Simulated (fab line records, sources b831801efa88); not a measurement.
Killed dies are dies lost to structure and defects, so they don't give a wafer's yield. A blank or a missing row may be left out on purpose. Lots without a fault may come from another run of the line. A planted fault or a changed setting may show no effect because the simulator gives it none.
Chamber matching | flow gf180mcu | GF_V5_CMP_26 on cmp-02: 4 sister chambers
The step polishes, stops on SiO2, t overpolish 15 s, target thk 0 nm. 45 wafers are shown with their chamber, then 12 later ones without.

WAFERS WITH THEIR CHAMBER
wafer  | chamber | motor_current_A (A) | time_to_endpoint_s (s) | overpolish_run_s (s)
L076.2 | 2       | 12.2                | 86                     | 14.996
L076.4 | 1       | 11.9                | 86                     | 15.008
L076.5 | 0       | 9.9                 | 86                     | 14.990
L077.1 | 3       | 9.4                 | 84                     | 15.008
L077.3 | 2       | 11.9                | 88                     | 15.006
L077.5 | 0       | 9.8                 | 88                     | 14.989
L078.2 | 1       | 11.5                | 87                     | 15.003
L078.3 | 0       | 9.7                 | 83                     | 14.996
L078.6 | 0       | 10.3                | 85                     | 14.996
L078.1 | 3       | 8.8                 | 86                     | 15.001
L078.4 | 2       | 10.8                | 86                     | 15.001
L078.5 | 1       | 11.8                | 87                     | 15.001
L079.1 | 3       | 9.2                 | 86                     | 15.006
L079.2 | 0       | 10.0                | 86                     | 15.011
L079.3 | 2       | 11.6                | 88                     | 14.997
L082.2 | 0       | 10.6                | 90                     | 14.998
L082.3 | 1       | 12.5                | 90                     | 14.993
L082.4 | 2       | 11.4                | 94                     | 15.002
L082.1 | 3       | 9.1                 | 86                     | 14.999
L082.5 | 0       | 10.4                | 91                     | 15.009
L082.6 | 1       | 11.5                | 89                     | 15.006
L084.3 | 0       | 10.4                | 88                     | 14.995
L084.4 | 1       | 11.6                | 92                     | 14.994
L084.5 | 0       | 10.6                | 89                     | 14.995
L085.2 | 1       | 11.6                | 92                     | 15.010
L085.5 | 1       | 11.8                | 95                     | 15.010
L085.6 | 2       | 11.9                | 94                     | 14.984
L086.3 | 2       | 11.3                | 94                     | 14.996
L086.4 | 3       | 8.8                 | 95                     | 14.988
L086.5 | 2       | 11.8                | 96                     | 15.014
L087.3 | 0       | 10.5                | 92                     | 14.998
L087.4 | 2       | 11.8                | 94                     | 14.990
L087.6 | 2       | 11.7                | 93                     | 15.004
L088.4 | 0       | 10.6                | 94                     | 15.017
L088.5 | 1       | 11.5                | 92                     | 14.988
L088.6 | 0       | 10.6                | 95                     | 15.000
L089.2 | 3       | 9.3                 | 89                     | 15.018
L089.4 | 0       | 10.1                | 89                     | 15.013
L089.6 | 1       | 11.8                | 90                     | 14.999
L092.1 | 0       | 10.7                | 85                     | 14.988
L092.5 | 3       | 8.8                 | 88                     | 14.995
L092.6 | 0       | 10.8                | 84                     | 14.987
L093.1 | 1       | 12.3                | 87                     | 14.997
L093.2 | 3       | 8.7                 | 87                     | 15.010
L093.5 | 0       | 10.3                | 84                     | 14.991

SIGNATURES (means of the wafers above)
reading            | chamber 0 | chamber 1 | chamber 2 | chamber 3 | scatter within a chamber
motor_current_A    | 10.331    | 11.800    | 11.640    | 9.012     | 0.339
time_to_endpoint_s | 88.06     | 89.73     | 91.30     | 87.62     | 3.45
overpolish_run_s   | 14.99831  | 15.00082  | 14.99900  | 15.00313  | 0.00872
Rule: a wafer's distance from a chamber is the root of the sum, over the readings, of the square of ((its reading less the chamber's mean) divided by the reading's scatter). The wafer belongs to the nearest chamber; if the next one is less than 2 further off, it can't be placed. The scatter: the root of (the sum of the squares of (reading less its chamber's mean) over the shown wafers, divided by (wafers less chambers)).

WAFERS WITHOUT THEIR CHAMBER
wafer  | motor_current_A (A) | time_to_endpoint_s (s) | overpolish_run_s (s)
L093.3 | 10.9                | 85                     | 15.002
L093.4 | 11.9                | 86                     | 14.995
L093.6 | 9.4                 | 83                     | 14.998
L095.1 | 11.8                | 88                     | 14.998
L095.4 | 9.2                 | 88                     | 15.008
L095.5 | 12.4                | 89                     | 15.007
L095.2 | 11.8                | 90                     | 14.996
L095.3 | 10.7                | 85                     | 15.004
L095.6 | 11.6                | 86                     | 14.986
L097.2 | 9.0                 | 89                     | 15.003
L097.5 | 9.2                 | 85                     | 14.998
L097.6 | 11.4                | 83                     | 15.009

WHICH CHAMBER EACH WENT THROUGH
wafer  | from the rows above          | in truth
L093.3 | can't be placed: 0 or 2 or 1 | 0
L093.4 | can't be placed: 1 or 2      | 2
L093.6 | can't be placed: 3 or 0      | 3
L095.1 | can't be placed: 1 or 2      | 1
L095.4 | 3                            | 3
L095.5 | can't be placed: 1 or 2      | 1
L095.2 | can't be placed: 1 or 2      | 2
L095.3 | can't be placed: 0 or 2 or 1 | 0
L095.6 | can't be placed: 1 or 2 or 0 | 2
L097.2 | 3                            | 3
L097.5 | 3                            | 3
L097.6 | can't be placed: 1 or 2 or 0 | 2
Placed correctly: 3 of 12. Can't be placed from these rows: 9 (the true chamber is among the candidates in 9). Placed wrongly: 0.
